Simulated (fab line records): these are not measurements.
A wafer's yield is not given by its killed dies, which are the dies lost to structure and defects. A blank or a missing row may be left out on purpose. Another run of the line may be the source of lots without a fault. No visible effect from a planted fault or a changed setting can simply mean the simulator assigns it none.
fab line records / flow sky130
[record] lots = 6 wafers = 16 lastDay = 50
route steps=708 shown NWELL@82 PWDE@84 VT_ADJUST_HVTP@85 VT_ADJUST_LVTN@97
lots untouched by any fault: they come from a run of this same line in which no faults occurred
startH: the number of hours between the record's first day and the start of the first shown wafer of the lot / waitH: hours elapsed since this lot's preceding step / " repeats the value in the row above / L1.1+2: a row that stands for several wafers / - no value, or no start given / * or withheld: withheld / < > ~ a bound
route shown NAME@n: NAME is a module with steps in the file, n the number in the route of the first one / usual: the fault-free wafers' mean and standard deviation / same: alike in all rows / chamber/n: place in a boat / sites: readings site by site / _std_site: the standard deviation of these / _edge_site: the outer-site mean with the inner-site mean subtracted / radiusMm: how far each site lies from the wafer's centre / mask NAME#n: copy n / behind: the tool/chamber that last shaped the wafer / hold: reason for holding the lot/hours on hold/outcome of the hold / device: transistor that didn't switch, given as n, p or np / end of line: the tests these same wafers got at the end of their route / a step given without rows: its recipe and nothing more / killed: at the first sort, the dies lost to defects and structure; wafer yield is something else / map: a wafer's dies, x killed, . not, _ none there
set.NAME: the run value of the setting; set.NAME@STEP: its run value at that earlier step / model.NAME: the simulator's own value behind a step, which no gauge read
lots at some steps of the route; a table a step, a row a wafer
services: a tool's chamber out of use, with start hour (startH, from the record's first day; less than 0 if before it), hours out, and reason
[[steps]]
[step SKY_NWELL_RS_MEAS_29]
[recipe] thkMeasGauge = four-point-probe
[usual] NWELL_RS = 625.3/1.5
lot.wafer=L156.1 tool=filmMetro-03 chamber=- startH=109.86 waitH=0.1 NWELL_RS[ohm/sq]=624.5
lot.wafer=L156.2 tool=filmMetro-03 chamber=- startH=109.86 waitH=0.1 NWELL_RS[ohm/sq]=621.6
lot.wafer=L156.3 tool=filmMetro-03 chamber=- startH=109.86 waitH=0.1 NWELL_RS[ohm/sq]=621.9
lot.wafer=L160.1 tool=filmMetro-01 chamber=- startH=136.17 waitH=0.1 NWELL_RS[ohm/sq]=626.1
lot.wafer=L160.4 tool=filmMetro-01 chamber=- startH=136.17 waitH=0.1 NWELL_RS[ohm/sq]=626.1
lot.wafer=L160.5 tool=filmMetro-01 chamber=- startH=136.17 waitH=0.1 NWELL_RS[ohm/sq]=626.5
lot.wafer=L167.3 tool=filmMetro-03 chamber=- startH=175.50 waitH=0.1 NWELL_RS[ohm/sq]=624.3
lot.wafer=L167.4 tool=filmMetro-03 chamber=- startH=175.50 waitH=0.1 NWELL_RS[ohm/sq]=622.6
lot.wafer=L168.3 tool=filmMetro-01 chamber=- startH=180.87 waitH=0.1 NWELL_RS[ohm/sq]=627.5
lot.wafer=L168.4 tool=filmMetro-01 chamber=- startH=180.87 waitH=0.1 NWELL_RS[ohm/sq]=624.7
lot.wafer=L175.4 tool=filmMetro-02 chamber=- startH=223.84 waitH=0.1 NWELL_RS[ohm/sq]=624.9
lot.wafer=L175.5 tool=filmMetro-02 chamber=- startH=223.84 waitH=0.1 NWELL_RS[ohm/sq]=626.7
lot.wafer=L175.6 tool=filmMetro-02 chamber=- startH=223.84 waitH=0.1 NWELL_RS[ohm/sq]=626.3
lot.wafer=L177.1 tool=filmMetro-01 chamber=- startH=235.71 waitH=0.1 NWELL_RS[ohm/sq]=623.9
lot.wafer=L177.3 tool=filmMetro-01 chamber=- startH=235.71 waitH=0.1 NWELL_RS[ohm/sq]=626.2
lot.wafer=L177.5 tool=filmMetro-01 chamber=- startH=235.71 waitH=0.1 NWELL_RS[ohm/sq]=624.0
[step SKY_NWELL_RS_MEAS_31]
[recipe] thkMeasGauge = four-point-probe
[usual] PWDE_RS = 5276/16
lot.wafer=L156.1 tool=filmMetro-03 chamber=- startH=110.10 waitH=0.1 PWDE_RS[ohm/sq]=5275
lot.wafer=L156.2 tool=filmMetro-03 chamber=- startH=110.10 waitH=0.1 PWDE_RS[ohm/sq]=5279
lot.wafer=L156.3 tool=filmMetro-03 chamber=- startH=110.10 waitH=0.1 PWDE_RS[ohm/sq]=5284
lot.wafer=L160.1 tool=filmMetro-01 chamber=- startH=136.41 waitH=0.1 PWDE_RS[ohm/sq]=5325
lot.wafer=L160.4 tool=filmMetro-01 chamber=- startH=136.41 waitH=0.1 PWDE_RS[ohm/sq]=5297
lot.wafer=L160.5 tool=filmMetro-01 chamber=- startH=136.41 waitH=0.1 PWDE_RS[ohm/sq]=5287
lot.wafer=L167.3 tool=filmMetro-03 chamber=- startH=175.74 waitH=0.1 PWDE_RS[ohm/sq]=5280
lot.wafer=L167.4 tool=filmMetro-03 chamber=- startH=175.74 waitH=0.1 PWDE_RS[ohm/sq]=5267
lot.wafer=L168.3 tool=filmMetro-01 chamber=- startH=181.11 waitH=0.1 PWDE_RS[ohm/sq]=5268
lot.wafer=L168.4 tool=filmMetro-01 chamber=- startH=181.11 waitH=0.1 PWDE_RS[ohm/sq]=5270
lot.wafer=L175.4 tool=filmMetro-02 chamber=- startH=224.08 waitH=0.1 PWDE_RS[ohm/sq]=5273
lot.wafer=L175.5 tool=filmMetro-02 chamber=- startH=224.08 waitH=0.1 PWDE_RS[ohm/sq]=5278
lot.wafer=L175.6 tool=filmMetro-02 chamber=- startH=224.08 waitH=0.1 PWDE_RS[ohm/sq]=5292
lot.wafer=L177.1 tool=filmMetro-01 chamber=- startH=235.95 waitH=0.1 PWDE_RS[ohm/sq]=5277
lot.wafer=L177.3 tool=filmMetro-01 chamber=- startH=235.95 waitH=0.1 PWDE_RS[ohm/sq]=5272
lot.wafer=L177.5 tool=filmMetro-01 chamber=- startH=235.95 waitH=0.1 PWDE_RS[ohm/sq]=5267
[step SKY_VT_ADJUST_HVTP_DEHYDRATE_00]
[recipe] tempC = 200 timeS = 60
[step SKY_VT_ADJUST_HVTP_HMDS_01]
[recipe] primeTimeS = 60 primeTempC = 120
[step SKY_VT_ADJUST_HVTP_COAT_02]
[recipe] resist = NOVOLAK spinRpm = 3000 resistThkNm = 1140
[step SKY_VT_ADJUST_HVTP_SOFTBAKE_03]
[recipe] tempC = 90 timeS = 60 resist = NOVOLAK
[step SKY_VT_ADJUST_HVTP_EXPOSE_04]
[recipe] maskId = HVTPM na = 0.6 sourceShape = conventional sigmaOuter = 0.6 polarization = unpolarized targetCdNm = 380 doseMj = 140
[step SKY_VT_ADJUST_HVTP_PEB_05]
[recipe] tempC = withheld timeS = * resist = NOVOLAK
[step SKY_VT_ADJUST_HVTP_DEVELOP_06]
[recipe] resist = NOVOLAK developer = TMAH developTimeS = 60 devTempC = 23
[step SKY_VT_ADJUST_HVTP_CD_MEAS_07]
[recipe] targetCdNm = 380
[usual] cdNm = 380.3/2.7
lot.wafer=L156.1 tool=cdSem-01 chamber=- startH=127.92 waitH=0.1 cdNm=378.2
lot.wafer=L156.2 tool=cdSem-01 chamber=- startH=127.92 waitH=0.1 cdNm=379.9
lot.wafer=L156.3 tool=cdSem-01 chamber=- startH=127.92 waitH=0.1 cdNm=380.3
lot.wafer=L160.1 tool=cdSem-02 chamber=- startH=155.08 waitH=0.1 cdNm=380.7
lot.wafer=L160.4 tool=cdSem-02 chamber=- startH=155.08 waitH=0.1 cdNm=380.2
lot.wafer=L160.5 tool=cdSem-02 chamber=- startH=155.08 waitH=0.1 cdNm=381.1
lot.wafer=L167.3 tool=cdSem-02 chamber=- startH=196.87 waitH=0.1 cdNm=380.4
lot.wafer=L167.4 tool=cdSem-02 chamber=- startH=196.87 waitH=0.1 cdNm=384.2
lot.wafer=L168.3 tool=cdSem-02 chamber=- startH=201.91 waitH=0.1 cdNm=376.0
lot.wafer=L168.4 tool=cdSem-02 chamber=- startH=201.91 waitH=0.1 cdNm=377.0
lot.wafer=L175.4 tool=cdSem-01 chamber=- startH=247.03 waitH=0.1 cdNm=378.4
lot.wafer=L175.5 tool=cdSem-01 chamber=- startH=247.03 waitH=0.1 cdNm=375.5
lot.wafer=L175.6 tool=cdSem-01 chamber=- startH=247.03 waitH=0.1 cdNm=372.8
lot.wafer=L177.1 tool=cdSem-01 chamber=- startH=259.02 waitH=0.1 cdNm=381.6
lot.wafer=L177.3 tool=cdSem-01 chamber=- startH=259.02 waitH=0.1 cdNm=377.4
lot.wafer=L177.5 tool=cdSem-01 chamber=- startH=259.02 waitH=0.1 cdNm=379.7
[step SKY_VT_ADJUST_HVTP_OVL_MEAS_08]
[usual] VT_ADJUST_HVTP_OVL = 1.4/1.2
lot.wafer=L156.1 tool=overlay-01 chamber=- startH=128.04 waitH=0.1 VT_ADJUST_HVTP_OVL[nm]=0.5
lot.wafer=L156.2 tool=overlay-01 chamber=- startH=128.04 waitH=0.1 VT_ADJUST_HVTP_OVL[nm]=0.7
lot.wafer=L156.3 tool=overlay-01 chamber=- startH=128.04 waitH=0.1 VT_ADJUST_HVTP_OVL[nm]=0.1
lot.wafer=L160.1 tool=overlay-01 chamber=- startH=155.20 waitH=0.1 VT_ADJUST_HVTP_OVL[nm]=2.5
lot.wafer=L160.4 tool=overlay-01 chamber=- startH=155.20 waitH=0.1 VT_ADJUST_HVTP_OVL[nm]=4.9
lot.wafer=L160.5 tool=overlay-01 chamber=- startH=155.20 waitH=0.1 VT_ADJUST_HVTP_OVL[nm]=3.5
lot.wafer=L167.3 tool=overlay-01 chamber=- startH=196.96 waitH=0.1 VT_ADJUST_HVTP_OVL[nm]=0.8
lot.wafer=L167.4 tool=overlay-01 chamber=- startH=196.96 waitH=0.1 VT_ADJUST_HVTP_OVL[nm]=1.6
lot.wafer=L168.3 tool=overlay-01 chamber=- startH=202.00 waitH=0.1 VT_ADJUST_HVTP_OVL[nm]=0.3
lot.wafer=L168.4 tool=overlay-01 chamber=- startH=202.00 waitH=0.1 VT_ADJUST_HVTP_OVL[nm]=0.6
lot.wafer=L175.4 tool=overlay-01 chamber=- startH=247.11 waitH=0.1 VT_ADJUST_HVTP_OVL[nm]=2.6
lot.wafer=L175.5 tool=overlay-01 chamber=- startH=247.11 waitH=0.1 VT_ADJUST_HVTP_OVL[nm]=1.4
lot.wafer=L175.6 tool=overlay-01 chamber=- startH=247.11 waitH=0.1 VT_ADJUST_HVTP_OVL[nm]=1.6
lot.wafer=L177.1 tool=overlay-02 chamber=- startH=259.14 waitH=0.1 VT_ADJUST_HVTP_OVL[nm]=1.3
lot.wafer=L177.3 tool=overlay-02 chamber=- startH=259.14 waitH=0.1 VT_ADJUST_HVTP_OVL[nm]=1.6
lot.wafer=L177.5 tool=overlay-02 chamber=- startH=259.14 waitH=0.1 VT_ADJUST_HVTP_OVL[nm]=0.1
[step SKY_VT_ADJUST_HVTP_IMPLANT_09]
[recipe] species = As energyKev = 150 doseCm2 = 4.3e+12 tiltDeg = withheld
[same] implantIonAmu = 75
lot.wafer=L156.1+2+3 tool=implanter-01 chamber=0 startH=128.07 waitH=0.0
lot.wafer=L160.1+4+5 tool=implanter-03 chamber=0 startH=155.24 waitH=0.0
lot.wafer=L167.3+4 tool=implanter-03 chamber=0 startH=197.04 waitH=0.1
lot.wafer=L168.3+4 tool=implanter-03 chamber=0 startH=202.07 waitH=0.1
lot.wafer=L175.4+5+6 tool=implanter-02 chamber=0 startH=247.20 waitH=0.1
lot.wafer=L177.1+3+5 tool=implanter-02 chamber=0 startH=259.17 waitH=0.0
[step SKY_VT_ADJUST_HVTP_STRIP_10]
[recipe] chemistry = O2/N2 powerW = 1400 pressureMtorr = 1500 platenTempC = withheld o2FlowSccm = 3000 n2FlowSccm = 300 overashFraction = 0.5
[usual] drypumpMotorCurrentA = 5.5/0.39 o2FlowSccm = 2999/8.8 oesProductAu = 0.716/0.0046 stripTimeToEndpointS = 14.18/0.036
lot.wafer=L156.1 tool=plasmaAsher-03 chamber=1 startH=128.22 waitH=0.1 drypumpMotorCurrentA=5.3 o2FlowSccm=2995 oesProductAu=0.722 rfHoursCounterH=30 stripTimeToEndpointS=14.20
lot.wafer=L156.2 tool=plasmaAsher-03 chamber=0 startH=128.22 waitH=0.1 drypumpMotorCurrentA=6.5 o2FlowSccm=3007 oesProductAu=0.716 rfHoursCounterH=30 stripTimeToEndpointS=14.18
lot.wafer=L156.3 tool=plasmaAsher-03 chamber=0 startH=128.22 waitH=0.1 drypumpMotorCurrentA=6.5 o2FlowSccm=3017 oesProductAu=0.719 rfHoursCounterH=- stripTimeToEndpointS=14.19
lot.wafer=L160.1 tool=plasmaAsher-02 chamber=1 startH=155.39 waitH=0.1 drypumpMotorCurrentA=5.4 o2FlowSccm=3005 oesProductAu=0.714 rfHoursCounterH=48 stripTimeToEndpointS=14.14
lot.wafer=L160.4 tool=plasmaAsher-02 chamber=0 startH=155.39 waitH=0.1 drypumpMotorCurrentA=5.5 o2FlowSccm=3018 oesProductAu=0.718 rfHoursCounterH=- stripTimeToEndpointS=14.14
lot.wafer=L160.5 tool=plasmaAsher-02 chamber=0 startH=155.39 waitH=0.1 drypumpMotorCurrentA=5.5 o2FlowSccm=3006 oesProductAu=0.714 rfHoursCounterH=- stripTimeToEndpointS=14.19
lot.wafer=L167.3 tool=plasmaAsher-02 chamber=0 startH=197.17 waitH=0.1 drypumpMotorCurrentA=5.5 o2FlowSccm=2999 oesProductAu=0.715 rfHoursCounterH=- stripTimeToEndpointS=14.12
lot.wafer=L167.4 tool=plasmaAsher-02 chamber=1 startH=197.17 waitH=0.1 drypumpMotorCurrentA=5.4 o2FlowSccm=3011 oesProductAu=0.719 rfHoursCounterH=- stripTimeToEndpointS=14.12
lot.wafer=L168.3 tool=plasmaAsher-03 chamber=0 startH=202.21 waitH=0.1 drypumpMotorCurrentA=6.5 o2FlowSccm=3006 oesProductAu=0.715 rfHoursCounterH=- stripTimeToEndpointS=14.17
lot.wafer=L168.4 tool=plasmaAsher-03 chamber=1 startH=202.21 waitH=0.1 drypumpMotorCurrentA=5.3 o2FlowSccm=2989 oesProductAu=0.712 rfHoursCounterH=- stripTimeToEndpointS=14.18
lot.wafer=L175.4 tool=plasmaAsher-04 chamber=0 startH=247.31 waitH=0.1 drypumpMotorCurrentA=5.3 o2FlowSccm=2987 oesProductAu=0.715 rfHoursCounterH=- stripTimeToEndpointS=14.19
lot.wafer=L175.5 tool=plasmaAsher-04 chamber=1 startH=247.31 waitH=0.1 drypumpMotorCurrentA=5.3 o2FlowSccm=2996 oesProductAu=0.720 rfHoursCounterH=- stripTimeToEndpointS=14.21
lot.wafer=L175.6 tool=plasmaAsher-04 chamber=0 startH=247.31 waitH=0.1 drypumpMotorCurrentA=5.3 o2FlowSccm=2989 oesProductAu=0.709 rfHoursCounterH=- stripTimeToEndpointS=14.19
lot.wafer=L177.1 tool=plasmaAsher-03 chamber=0 startH=259.32 waitH=0.1 drypumpMotorCurrentA=6.5 o2FlowSccm=2998 oesProductAu=0.715 rfHoursCounterH=43 stripTimeToEndpointS=14.22
lot.wafer=L177.3 tool=plasmaAsher-03 chamber=1 startH=259.32 waitH=0.1 drypumpMotorCurrentA=5.3 o2FlowSccm=2988 oesProductAu=0.711 rfHoursCounterH=- stripTimeToEndpointS=14.22
lot.wafer=L177.5 tool=plasmaAsher-03 chamber=0 startH=259.32 waitH=0.1 drypumpMotorCurrentA=6.5 o2FlowSccm=2997 oesProductAu=0.716 rfHoursCounterH=- stripTimeToEndpointS=14.18
[step SKY_VT_ADJUST_HVTP_TW_MEAS_11]
[usual] VT_ADJUST_HVTP_TW = 1352/12
lot.wafer=L156.1 tool=filmMetro-03 chamber=- startH=128.32 waitH=0.1 VT_ADJUST_HVTP_TW=1362
lot.wafer=L156.2 tool=filmMetro-03 chamber=- startH=128.32 waitH=0.1 VT_ADJUST_HVTP_TW=1362
lot.wafer=L156.3 tool=filmMetro-03 chamber=- startH=128.32 waitH=0.1 VT_ADJUST_HVTP_TW=1360
lot.wafer=L160.1 tool=filmMetro-03 chamber=- startH=155.49 waitH=0.1 VT_ADJUST_HVTP_TW=1369
lot.wafer=L160.4 tool=filmMetro-03 chamber=- startH=155.49 waitH=0.1 VT_ADJUST_HVTP_TW=1365
lot.wafer=L160.5 tool=filmMetro-03 chamber=- startH=155.49 waitH=0.1 VT_ADJUST_HVTP_TW=1373
lot.wafer=L167.3 tool=filmMetro-02 chamber=- startH=197.26 waitH=0.1 VT_ADJUST_HVTP_TW=1210
lot.wafer=L167.4 tool=filmMetro-02 chamber=- startH=197.26 waitH=0.1 VT_ADJUST_HVTP_TW=1206
lot.wafer=L168.3 tool=filmMetro-02 chamber=- startH=202.29 waitH=0.1 VT_ADJUST_HVTP_TW=1201
lot.wafer=L168.4 tool=filmMetro-02 chamber=- startH=202.29 waitH=0.1 VT_ADJUST_HVTP_TW=1202
lot.wafer=L175.4 tool=filmMetro-04 chamber=- startH=247.40 waitH=0.1 VT_ADJUST_HVTP_TW=1342
lot.wafer=L175.5 tool=filmMetro-04 chamber=- startH=247.40 waitH=0.1 VT_ADJUST_HVTP_TW=1343
lot.wafer=L175.6 tool=filmMetro-04 chamber=- startH=247.40 waitH=0.1 VT_ADJUST_HVTP_TW=1348
lot.wafer=L177.1 tool=filmMetro-03 chamber=- startH=259.42 waitH=0.1 VT_ADJUST_HVTP_TW=1365
lot.wafer=L177.3 tool=filmMetro-03 chamber=- startH=259.42 waitH=0.1 VT_ADJUST_HVTP_TW=1362
lot.wafer=L177.5 tool=filmMetro-03 chamber=- startH=259.42 waitH=0.1 VT_ADJUST_HVTP_TW=1365
[step SKY_VT_ADJUST_LVTN_DEHYDRATE_00]
[recipe] tempC = 200 timeS = 60
[[services]]
tool=plasmaAsher-02 chamber=- startH=125.23 hours=0.4 kind=repair
tool=implanter-02 chamber=- startH=131.38 hours=1.2 kind=repair
tool=implanter-03 chamber=- startH=140.76 hours=4.2 kind=repair
tool=implanter-02 chamber=- startH=160.50 hours=2.8 kind=repair
tool=implanter-01 chamber=- startH=164.26 hours=24.5 kind=pm
tool=implanter-02 chamber=- startH=169.22 hours=6.6 kind=repair
tool=plasmaAsher-03 chamber=- startH=181.63 hours=1.3 kind=repair
tool=implanter-03 chamber=- startH=205.65 hours=1.7 kind=repair
tool=implanter-03 chamber=- startH=247.46 hours=5.5 kind=pm
[[key]]
[firstSign] step = SKY_VT_ADJUST_HVTP_TW_MEAS_11 reading = VT_ADJUST_HVTP_TW direction = down sigmas = 12 usual = 1352 struck = 1205
effect none on later readings
metAt SKY_VT_ADJUST_HVTP_IMPLANT_09
struckWafers L167.3,L167.4,L168.3,L168.4
testerLeftOut L167,L168
onsetBetween 155.24 197.04
[fault] kind = processParameterDrift tool = implanter-03 chamber = - onsetH = 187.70 steps = SKY_VT_ADJUST_HVTP_IMPLANT_09 channel = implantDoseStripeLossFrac offset = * shape = step endH = 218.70 scope = struckWafersOnly
// testerLeftOut: of these lots the tester's yield and bins aren't shown, on N5 and GAA mostly nor the transistor test; their killed dies are dies lost to structure and defects alone, not to doping, threshold or leakage, so they don't give the yield
